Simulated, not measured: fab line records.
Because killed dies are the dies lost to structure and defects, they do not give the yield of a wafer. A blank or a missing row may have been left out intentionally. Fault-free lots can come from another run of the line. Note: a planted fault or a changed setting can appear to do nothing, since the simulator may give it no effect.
2 desks looking at one fault + flow gf180mcu + numbers are kept per desk, each desk with only its own; the story behind them comes last

## THE METROLOGY DESK
Lot by lot, what the gauges showed, no matter which tool ran the lot: averages of those sampled wafers that carry a number. A lot is out of limits, marked OUT, if its mean lies more than 4 standard deviations from the usual mean; the brackets give that distance.
Columns: A = cd_nm at GF_CONTACT_CD_MEAS_14, usual 220.0 nm; B = M1_ALCU_RS at GF_M1_RS_MEAS_05, usual 0.0695 ohm/sq
| lot  | first seen here | A     | B      |
|------|-----------------|-------|--------|
| L862 | day 16 06:46    | 219.5 | 0.0702 |
| L865 | day 17 09:10    | 217.7 | 0.0693 |
| L866 | day 17 18:14    | 219.1 | 0.0699 |
| L867 | day 17 20:28    | 219.0 | 0.0706 |
| L870 | day 19 04:36    | 223.0 | 0.0706 |
| L871 | day 19 08:15    | 220.4 | 0.0684 |
| L872 | day 19 19:48    | 220.4 | 0.0690 |
| L874 | day 20 16:39    | 222.9 | 0.0685 |
| L875 | day 20 21:58    | 220.3 | 0.0700 |
| L877 | day 21 14:59    | 221.4 | 0.0693 |
| L878 | day 21 19:08    | 220.6 | 0.0696 |
| L881 | day 22 21:39    | 219.4 | 0.0694 |
| L883 | day 23 14:57    | 219.6 | 0.0697 |
This desk's verdict: no lot among the 13 shows anything out of limits.

## DESK OF THE TOOL OWNER: rie_diel-03
The tool's own readings at GF_V1_ETCH_16 (etches BARC in N2/H2): means of the sampled wafers that have a number, for each lot that ran on this tool. A lot is out of limits, marked OUT, if its mean lies more than 4 standard deviations from the usual mean; the brackets give that distance.
Columns: A = drypump_motor_current_A at GF_V1_ETCH_16, usual 5.7 A; B = oes_product_au at GF_V1_ETCH_16, usual 0.857 a.u.; C = throttle_valve_pct at GF_V1_ETCH_16, usual 13.225 %
| lot  | first seen here | A   | B               | C      |
|------|-----------------|-----|-----------------|--------|
| L862 | day 18 08:41    | 5.9 | 0.857           | 13.224 |
| L871 | day 21 11:01    | 5.8 | 0.860           | 13.222 |
| L872 | day 21 22:47    | 6.0 | 0.855           | 13.234 |
| L875 | day 22 23:30    | 6.0 | 0.859           | 13.223 |
| L878 | day 23 19:18    | 6.0 | 0.796 (-12) OUT | 13.223 |
| L881 | day 24 21:11    | 6.1 | 0.802 (-11) OUT | 13.215 |
Finding of this desk: L878, L881 out of limits; the first was L878 at day 23 19:18, on oes_product_au at GF_V1_ETCH_16. L862, L871, L872, L875: within limits.

## PUT TOGETHER
An alarm could have come from the tool owner's desk at day 23 19:18, on L878, L881.
From the metrology desk's view, nothing was out of limits.
The metrology desk holds a record of L878, L881, inside its limits.
All the named lots went through GF_V1_ETCH_16 on rie_diel-03.

## WHAT WAS PUT IN BY THE SIMULATOR
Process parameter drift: rie_diel-03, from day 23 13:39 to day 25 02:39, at GF_V1_ETCH_16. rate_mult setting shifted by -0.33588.
Shown lots that were struck: L878, L881.
How many hours passed from the start of the fault until each desk's first out-of-limits reading: the tool owner's desk, 6.
